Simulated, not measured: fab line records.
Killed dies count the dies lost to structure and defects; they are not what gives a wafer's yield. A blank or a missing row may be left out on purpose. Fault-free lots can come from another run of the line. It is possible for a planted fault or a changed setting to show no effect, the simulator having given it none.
fab line records ; flow gf180mcu ; part 2 of 2: steps 31 to 43 of 43
[record] lots = 5; wafers = 15; lastDay = 34
route steps=602 shown PSD@259 NSD@262 SAB@264 SALICIDE@278 CONTACT@287
lots untouched by any fault: they come from a run of this same line in which no faults occurred
startH: the number of hours between the record's first day and the start of the first shown wafer of the lot ; waitH: hours since the lot's step before ; " same as the row above ; L1.1+2: one row covering several wafers at once ; - no value, or no start was given ; * or withheld: withheld ; < > ~ a bound
route shown NAME@n: names a module that has steps shown in the file, with the first one's number in the route ; usual: average and standard deviation across the fault-free wafers ; same: alike in all rows ; chamber/n: place in a boat ; sites: each site's reading ; _std_site: standard deviation across them ; _edge_site: inner sites' mean taken away from outer sites' mean ; radiusMm: for every site, how far away it sits from the centre of the wafer ; mask NAME#n: copy n ; behind: tool/chamber where the wafer was last shaped ; hold: why the lot was held/for how many hours/how that ended ; device: whichever transistor did not switch (one of n, p or np) ; end of line: the tests these same wafers got at the end of their route ; a step given without rows: its recipe and nothing more ; killed: dies lost to structure and defects at the first sort, not the wafer's yield ; map: per-die view of a wafer (x killed, . not killed, _ where there is no die)
set.NAME: the setting the step ran with; set.NAME@STEP: the setting that earlier step ran with ; model.NAME: the simulator's own value behind a step, which no gauge read
lots seen at some steps along the route; tables by step, rows by wafer
services: a tool's chamber out of use, with start hour (startH, from the record's first day; less than 0 if before it), hours out, and reason
[[steps]]
[step GF_CONTACT_CVD_02]
[recipe] material = SiO2; targetThkNm = 860; precursor = TEOS; tempC = 400; timeS = 95.992; rfW = 600
[usual] heaterPowerW = 651/94
lot.wafer;tool;chamber;startH;waitH;heaterPowerW;sinceWetCleanH
L075.1;pecvd-02;2;344.92;0.1;635;170
L075.4;pecvd-02;1;344.92;0.1;560;-
L075.5;pecvd-02;2;344.92;0.1;687;-
L081.1;pecvd-04;0;402.61;0.1;486;20
L081.3;pecvd-04;1;402.61;0.1;728;20
L081.4;pecvd-04;0;402.61;0.1;499;-
L086.1;pecvd-02;2;440.36;0.1;665;266
L086.2;pecvd-02;0;440.36;0.1;717;266
L086.6;pecvd-02;0;440.36;0.1;583;-
L096.1;pecvd-02;1;530.57;0.1;514;356
L096.2;pecvd-02;0;530.57;0.1;688;356
L096.3;pecvd-02;2;530.57;0.1;695;356
L097.2;pecvd-04;2;540.39;0.0;810;158
L097.4;pecvd-04;2;540.39;0.0;670;-
L097.6;pecvd-04;1;540.39;0.0;593;-
[step GF_CONTACT_THK_MEAS_03]
[recipe] reads = SiO2_of_CONTACT_CVD_02
[usual] CONTACT_CVD_02_THK = 857/11
lot.wafer;tool;chamber;startH;waitH;CONTACT_CVD_02_THK[nm]
L075.1;filmMetro-01;-;344.99;0.0;861
L075.4;filmMetro-01;-;344.99;0.0;863
L075.5;filmMetro-01;-;344.99;0.0;872
L081.1;filmMetro-04;-;402.68;0.0;841
L081.3;filmMetro-04;-;402.68;0.0;853
L081.4;filmMetro-04;-;402.68;0.0;860
L086.1;filmMetro-01;-;440.43;0.0;863
L086.2;filmMetro-01;-;440.43;0.0;852
L086.6;filmMetro-01;-;440.43;0.0;865
L096.1;filmMetro-03;-;530.64;0.0;850
L096.2;filmMetro-03;-;530.64;0.0;853
L096.3;filmMetro-03;-;530.64;0.0;855
L097.2;filmMetro-01;-;540.47;0.0;838
L097.4;filmMetro-01;-;540.47;0.0;845
L097.6;filmMetro-01;-;540.47;0.0;858
[step GF_CONTACT_CMP_04]
[recipe] material = SiO2; downForcePsi = 4; platenRpm = 60; padVelocityMS = 0.94248
[usual] motorCurrentA = 12.1/0.93; slurryFilterDpKPa = 13.51/0.15; timeToEndpointS = 107/5.6
lot.wafer;tool;chamber;startH;waitH;motorCurrentA;slurryFilterDpKPa;timeToEndpointS
L075.1;cmp-01;2;345.15;0.1;12.6;13.37;104
L075.4;cmp-01;3;345.15;0.1;12.0;13.77;107
L075.5;cmp-01;1;345.15;0.1;12.0;13.63;108
L081.3;cmp-01;2;402.79;0.1;11.9;13.47;96
L081.4;cmp-01;3;402.79;0.1;11.8;13.49;103
L081.1;cmp-01;0;402.79;0.1;12.1;13.30;105
L086.1;cmp-02;0;440.49;0.1;13.1;13.75;109
L086.2;cmp-02;1;440.49;0.1;10.6;13.40;107
L086.6;cmp-02;0;440.49;0.1;12.4;13.41;111
L096.3;cmp-02;3;530.75;0.1;13.2;13.44;108
L096.1;cmp-02;0;530.75;0.1;12.6;13.46;107
L096.2;cmp-02;1;530.75;0.1;10.8;13.45;107
L097.4;cmp-01;2;540.57;0.1;11.8;13.58;97
L097.2;cmp-01;0;540.57;0.1;12.8;13.33;106
L097.6;cmp-01;2;540.57;0.1;11.7;13.39;102
[step GF_CONTACT_BOW_MEAS_05]
[recipe] mode = bow
[usual] CONTACT_BOW = 64/6.9
lot.wafer;tool;chamber;startH;waitH;CONTACT_BOW[um]
L075.1;filmMetro-01;-;345.35;0.1;62
L075.4;filmMetro-01;-;345.35;0.1;58
L075.5;filmMetro-01;-;345.35;0.1;67
L081.1;filmMetro-03;-;403.04;0.1;55
L081.3;filmMetro-03;-;403.04;0.1;66
L081.4;filmMetro-03;-;403.04;0.1;68
L086.1;filmMetro-03;-;440.79;0.2;63
L086.2;filmMetro-03;-;440.79;0.2;75
L086.6;filmMetro-03;-;440.79;0.2;64
L096.1;filmMetro-01;-;531.00;0.1;65
L096.2;filmMetro-01;-;531.00;0.1;78
L096.3;filmMetro-01;-;531.00;0.1;61
L097.2;filmMetro-03;-;540.84;0.1;64
L097.4;filmMetro-03;-;540.84;0.1;70
L097.6;filmMetro-03;-;540.84;0.1;63
[step GF_CONTACT_DEHYDRATE_06]
[recipe] tempC = 200; timeS = 60
lot.wafer;tool;chamber;startH;waitH
L075.1+4+5;lithoTrack-01;0;355.77;10.4
L081.1+3+4;lithoTrack-04;0;413.64;10.6
L086.1+2+6;lithoTrack-01;0;452.82;12.0
L096.1+2+3;lithoTrack-01;0;541.46;10.4
L097.2+4+6;lithoTrack-01;0;551.19;10.3
[step GF_CONTACT_HMDS_07]
[recipe] primeTimeS = 60; primeTempC = 120
lot.wafer;tool;chamber;startH;waitH
L075.1+4+5;lithoTrack-01;0;355.92;0.1
L081.1+3+4;lithoTrack-04;0;413.79;0.1
L086.1+2+6;lithoTrack-01;0;452.97;0.1
L096.1+2+3;lithoTrack-01;0;541.61;0.1
L097.2+4+6;lithoTrack-01;0;551.34;0.1
[step GF_CONTACT_COAT_08]
[recipe] resist = BARC; tempC = withheld; timeS = withheld; spinRpm = withheld; resistThkNm = withheld
lot.wafer;tool;chamber;startH;waitH
L075.1+4+5;lithoTrack-01;0;356.07;0.1
L081.1+3+4;lithoTrack-04;0;413.94;0.1
L086.1+2+6;lithoTrack-01;0;453.12;0.1
L096.1+2+3;lithoTrack-01;0;541.76;0.1
L097.2+4+6;lithoTrack-01;0;551.49;0.1
[step GF_CONTACT_COAT_09]
[recipe] resist = KrF; spinRpm = withheld; resistThkNm = 1000
lot.wafer;tool;chamber;startH;waitH
L075.1+4+5;lithoTrack-01;0;-;-
L081.1+3+4;lithoTrack-04;0;-;-
L086.1+2+6;lithoTrack-01;0;-;-
L096.1+2+3;lithoTrack-01;0;-;-
L097.2+4+6;lithoTrack-01;0;-;-
[step GF_CONTACT_SOFTBAKE_10]
[recipe] tempC = 130; timeS = 60; resist = KrF
lot.wafer;tool;chamber;startH;waitH
L075.1+4+5;lithoTrack-01;0;-;-
L081.1+3+4;lithoTrack-04;0;-;-
L086.1+2+6;lithoTrack-01;0;-;-
L096.1+2+3;lithoTrack-01;0;-;-
L097.2+4+6;lithoTrack-01;0;-;-
[step GF_CONTACT_EXPOSE_11]
[recipe] maskId = Contact; targetCdNm = 220; na = 0.68; sourceShape = conventional; sigmaOuter = 0.6; doseMj = 38
[usual] exposureDoseMJCm2 = 37.96/0.045
lot.wafer;tool;chamber;startH;waitH;mask;exposureDoseMJCm2
L075.1;krfScanner-01;0;-;-;Contact#0;37.99
L075.4;krfScanner-01;0;-;-;Contact#0;38.04
L075.5;krfScanner-01;0;-;-;Contact#0;37.97
L081.1;krfScanner-01;0;-;-;Contact#0;37.98
L081.3;krfScanner-01;0;-;-;Contact#0;37.87
L081.4;krfScanner-01;0;-;-;Contact#0;37.94
L086.1;krfScanner-02;0;-;-;Contact#0;38.04
L086.2;krfScanner-02;0;-;-;Contact#0;37.94
L086.6;krfScanner-02;0;-;-;Contact#0;38.04
L096.1;krfScanner-02;0;-;-;Contact#0;37.98
L096.2;krfScanner-02;0;-;-;Contact#0;37.98
L096.3;krfScanner-02;0;-;-;Contact#0;37.98
L097.2;krfScanner-02;0;-;-;Contact#0;38.05
L097.4;krfScanner-02;0;-;-;Contact#0;37.97
L097.6;krfScanner-02;0;-;-;Contact#0;37.96
[step GF_CONTACT_PEB_12]
[recipe] pebTempC = 135; pebTimeS = 90; resist = KrF
lot.wafer;tool;chamber;startH;waitH
L075.1+4+5;lithoTrack-01;0;-;-
L081.1+3+4;lithoTrack-02;0;-;-
L086.1+2+6;lithoTrack-02;0;-;-
L096.1+2+3;lithoTrack-02;0;-;-
L097.2+4+6;lithoTrack-01;0;-;-
[step GF_CONTACT_DEVELOP_13]
[recipe] developTimeS = 60; resist = KrF; devTempC = 21
lot.wafer;tool;chamber;startH;waitH
L075.1+4+5;lithoTrack-01;0;367.12;0.2
L081.1+3+4;lithoTrack-02;0;425.67;0.2
L086.1+2+6;lithoTrack-02;0;465.27;0.2
L096.1+2+3;lithoTrack-02;0;552.81;0.2
L097.2+4+6;lithoTrack-01;0;562.99;0.2
[step GF_CONTACT_CD_MEAS_14]
[recipe] targetCdNm = 220
[usual] cdNm = 220.2/1.4
lot.wafer;tool;chamber;startH;waitH;cdNm
L075.1;cdSem-01;-;367.27;0.1;219.7
L075.4;cdSem-01;-;367.27;0.1;220.2
L075.5;cdSem-01;-;367.27;0.1;220.4
L081.1;cdSem-02;-;425.82;0.1;219.9
L081.3;cdSem-02;-;425.82;0.1;219.0
L081.4;cdSem-02;-;425.82;0.1;218.8
L086.1;cdSem-02;-;465.42;0.1;221.4
L086.2;cdSem-02;-;465.42;0.1;221.6
L086.6;cdSem-02;-;465.42;0.1;223.6
L096.1;cdSem-02;-;552.96;0.1;223.4
L096.2;cdSem-02;-;552.96;0.1;221.5
L096.3;cdSem-02;-;552.96;0.1;220.9
L097.2;cdSem-01;-;563.13;0.1;220.4
L097.4;cdSem-01;-;563.13;0.1;220.6
L097.6;cdSem-01;-;563.13;0.1;219.1
[[services]]
tool;chamber;startH;hours;kind
ilineStepper-01;-;311.91;1.7;pm
cmp-01;-;324.29;2.6;repair
wetBench-03;-;325.39;2.8;repair
krfScanner-02;-;325.44;0.8;pm
krfScanner-02;-;330.06;1.3;pm
krfScanner-02;-;343.59;1.0;pm
cmp-01;-;343.60;1.2;repair
pvdSputter-02;-;345.59;2.9;repair
krfScanner-02;-;348.86;0.9;repair
rieDiel-04;0;350.58;11.9;repair
krfScanner-02;-;352.29;21.0;pm
pvdSputter-03;-;357.68;8.5;repair
wetBench-03;-;365.70;1.8;repair
rieDiel-04;2;392.48;3.4;repair
rieDiel-04;1;405.08;6.7;repair
pecvd-02;0;409.05;5.0;repair
wetBench-02;-;419.72;0.7;repair
pvdSputter-02;-;448.25;4.5;repair
pvdSputter-02;-;453.21;4.3;repair
rieDiel-04;2;465.72;30.8;repair
wetBench-04;-;472.84;1.8;repair
rieDiel-04;1;481.59;2.2;repair
pvdSputter-02;-;499.35;1.5;repair
pecvd-02;-;539.04;0.5;repair
